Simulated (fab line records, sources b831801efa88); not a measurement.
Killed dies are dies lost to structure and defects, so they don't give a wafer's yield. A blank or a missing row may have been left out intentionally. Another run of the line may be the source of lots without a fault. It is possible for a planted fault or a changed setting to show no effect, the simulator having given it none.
Which tool did it?    flow gf180mcu    24 lots (72 wafers sampled), 1 step of a 602-step route

## WHAT THE GAUGES SHOWED, per wafer
GF_POLY_GATE_THK_MEAS_01.
lot   measured      on            POLY_GATE_CVD_00_THK (nm)
L074  day 8 06:55   filmMetro-02  201.2 199.4 199.0
L075  day 8 14:23   filmMetro-03  198.2 199.5 197.1
L076  day 8 19:42   filmMetro-02  199.9 202.9 201.2
L078  day 9 17:53   filmMetro-02  199.3 199.3 199.6
L077  day 9 17:55   filmMetro-03  197.8 196.1 195.6
L079  day 10 08:05  filmMetro-01  201.1 202.0 202.3
L080  day 10 18:24  filmMetro-03  200.6 201.4 200.9
L081  day 11 03:48  filmMetro-02  202.3 202.8 201.7
L082  day 11 03:49  filmMetro-01  199.6 198.2 196.7
L083  day 11 13:11  filmMetro-02  200.6 201.6 203.9
L084  day 11 19:25  filmMetro-03  199.4 200.6 199.2
L085  day 11 20:28  filmMetro-03  198.3 198.5 201.0
L086  day 12 03:56  filmMetro-01  203.8 203.8 204.5
L087  day 12 06:02  filmMetro-01  201.3 200.5 201.8
L088  day 12 14:08  filmMetro-03  201.0 199.7 200.7
L089  day 12 23:55  filmMetro-03  197.6 199.4 199.9
L090  day 13 07:26  filmMetro-02  201.4 200.2 198.2
L091  day 13 09:44  filmMetro-01  201.6 201.3 201.2
L092  day 13 18:47  filmMetro-03  201.9 202.9 201.5
L093  day 13 23:53  filmMetro-02  203.1 201.5 200.7
L094  day 14 03:58  filmMetro-02  204.2 204.3 204.7
L095  day 14 12:48  filmMetro-03  201.7 199.2 198.5
L096  day 14 19:56  filmMetro-03  195.6 196.9 197.9
L097  day 15 04:36  filmMetro-02  199.7 199.1 199.0

## TOOL THAT RAN EACH LOT (tool first, then ch and the chambers of the sampled wafers, then the start)
Before these readings, the record contains no process step.

## WHAT THE TOOLS THEMSELVES READ (means of the sampled wafers that have a number; where no wafer has one, the mark that the record gives instead)
The record holds no such reading with a usual standard deviation.

## THE ANSWER, worked out from the rows above alone
Rule: what is usual is taken from the lots themselves. Put in order of their means at a reading, lots are off if they are a third of the lots or fewer, leave a main group of 4 or more, and stand apart from it by a gap of 3 or more times the standard deviation of the main group's means; of several such gaps the widest counts. A main group is skipped when, at the precision printed for the reading in the tables above, its means are all equal. A lot without any number at a reading at which 4 lots or more have one is off too. The other lots that the step has rows for count as sound. Order of review: gauges by route order, followed by the tools' own readings, for which a lot's mean as printed above is used. At the first step where some lot is off, the reading lying furthest off is the one used; lots without a number count as furthest.
None of the lots is off at any reading shown; this tells nothing.

## WHAT THE SIMULATOR HAD PUT IN
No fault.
